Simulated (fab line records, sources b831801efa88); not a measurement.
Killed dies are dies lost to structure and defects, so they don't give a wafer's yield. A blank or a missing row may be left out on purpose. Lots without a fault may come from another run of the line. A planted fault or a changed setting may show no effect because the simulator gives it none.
One fault seen from 2 desks | flow sky130 | each desk has only its own numbers; what lay behind them comes last

THE TOOL OWNER'S DESK: litho_track-01
The tool's own readings at SKY_DNWELL_DEVELOP_06 (develop time 60 s): means of the sampled wafers that have a number, for each lot that ran on this tool. A lot is out of limits, marked OUT, if its mean lies more than 4 standard deviations from the usual mean; the brackets give that distance.
Columns: A = developer_temp_C at SKY_DNWELL_DEVELOP_06, usual 23.01 C
lot  | first seen here | A
L501 | day 3 02:00     | 22.99
L507 | day 4 13:00     | 23.95 (+10) OUT
L511 | day 5 09:00     | 23.93 (+10) OUT
L520 | day 7 16:00     | 23.12
This desk's finding: out of limits on L507, L511; first on L507, day 4 13:00 (developer_temp_C at SKY_DNWELL_DEVELOP_06). In limits: L501, L520.

THE METROLOGY DESK
What the gauges read, lot by lot, whatever tool the lot ran on: means of the sampled wafers that have a number. A lot is out of limits, marked OUT, if its mean lies more than 4 standard deviations from the usual mean; the brackets give that distance.
Columns: A = cd_nm at SKY_VIA2_CD_MEAS_12, usual 200.1 nm
lot  | first seen here | A
L501 | day 36 02:17    | 197.9
L502 | day 36 11:17    | 200.0
L503 | day 36 18:40    | 199.8
L506 | day 37 15:58    | 200.5
L507 | day 38 03:15    | 200.0
L511 | day 39 16:13    | 200.2
L516 | day 41 00:04    | 200.1
L517 | day 41 03:57    | 199.1
L519 | day 41 16:51    | 198.4
L520 | day 42 04:28    | 201.3
L521 | day 42 09:50    | 199.6
L522 | day 42 11:51    | 199.8
L523 | day 42 17:39    | 199.0
This desk's finding: nothing out of limits on any of the 13 lots.

PUT TOGETHER
The tool owner's desk could have raised an alarm at day 4 13:00, on L507, L511.
The metrology desk saw nothing out of limits.
The metrology desk has L507, L511 on record, within its limits.
Of the lots named, all ran SKY_DNWELL_DEVELOP_06 on litho_track-01.

WHAT THE SIMULATOR HAD PUT IN
Process parameter drift: litho_track-01, from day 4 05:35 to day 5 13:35, at SKY_DNWELL_DEVELOP_06. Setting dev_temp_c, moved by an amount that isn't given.
Lots struck among those shown: L507, L511.
Hours from the fault's start to each desk's first reading out of limits: the tool owner's desk, 7.
